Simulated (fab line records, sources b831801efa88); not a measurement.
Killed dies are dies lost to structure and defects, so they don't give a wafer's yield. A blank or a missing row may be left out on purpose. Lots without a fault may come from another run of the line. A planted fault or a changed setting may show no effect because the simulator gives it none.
Chamber matching | flow sky130 | SKY_LI_CONTACT_CMP_02 on cmp-01: 4 sister chambers
The step polishes PSG. 14 wafers are shown with their chamber, then 7 later ones without.

WAFERS WITH THEIR CHAMBER
wafer  | chamber | motor_current_A (A) | time_to_endpoint_s (s) | slurry_flow_ml_min
L254.1 | 0       | 12.8                | 28.3                   | 149.5
L254.4 | 3       | 11.7                | 30.9                   | 149.9
L254.5 | 1       | 10.0                | 32.1                   | 150.2
L255.1 | 1       | 9.4                 | 32.8                   | 150.6
L255.4 | 2       | 11.1                | 31.1                   | 149.4
L255.5 | 3       | 13.4                | 33.3                   | 150.0
L258.2 | 1       | 10.0                | 28.0                   | 149.7
L258.5 | 1       | 9.5                 | 31.4                   | 150.7
L258.6 | 2       | 10.3                | 28.6                   | 150.4
L261.1 | 2       | 11.2                | 27.9                   | 150.4
L261.2 | 0       | 12.7                | 28.0                   | 150.7
L261.5 | 0       | 13.3                | 29.2                   | 150.2
L272.1 | 0       | 12.6                | 27.2                   | 149.4
L272.4 | 3       | 12.3                | 30.2                   | 149.7

SIGNATURES (means of the wafers above)
reading            | chamber 0 | chamber 1 | chamber 2 | chamber 3 | scatter within a chamber
motor_current_A    | 12.850    | 9.725     | 10.867    | 12.467    | 0.507
time_to_endpoint_s | 28.175    | 31.075    | 29.200    | 31.467    | 1.63
slurry_flow_ml_min | 149.950   | 150.300   | 150.067   | 149.867   | 0.496
Rule: a wafer's distance from a chamber is the root of the sum, over the readings, of the square of ((its reading less the chamber's mean) divided by the reading's scatter). The wafer belongs to the nearest chamber; if the next one is less than 2 further off, it can't be placed. The scatter: the root of (the sum of the squares of (reading less its chamber's mean) over the shown wafers, divided by (wafers less chambers)).

WAFERS WITHOUT THEIR CHAMBER
wafer  | motor_current_A (A) | time_to_endpoint_s (s) | slurry_flow_ml_min
L272.6 | 12.6                | 30.4                   | 150.0
L273.2 | 10.5                | 29.8                   | 150.3
L273.3 | 11.1                | 28.7                   | 149.9
L273.6 | 12.6                | 30.4                   | 149.6
L276.2 | 11.2                | 28.8                   | 150.2
L276.3 | 9.9                 | 35.2                   | 149.8
L276.4 | 11.8                | 32.9                   | 149.4

WHICH CHAMBER EACH WENT THROUGH
wafer  | from the rows above          | in truth
L272.6 | can't be placed: 3 or 0      | 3
L273.2 | can't be placed: 2 or 1      | 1
L273.3 | 2                            | 2
L273.6 | can't be placed: 3 or 0      | 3
L276.2 | 2                            | 2
L276.3 | can't be placed: 1 or 2      | 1
L276.4 | can't be placed: 3 or 2 or 0 | 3
Placed correctly: 2 of 7. Can't be placed from these rows: 5 (the true chamber is among the candidates in 5). Placed wrongly: 0.
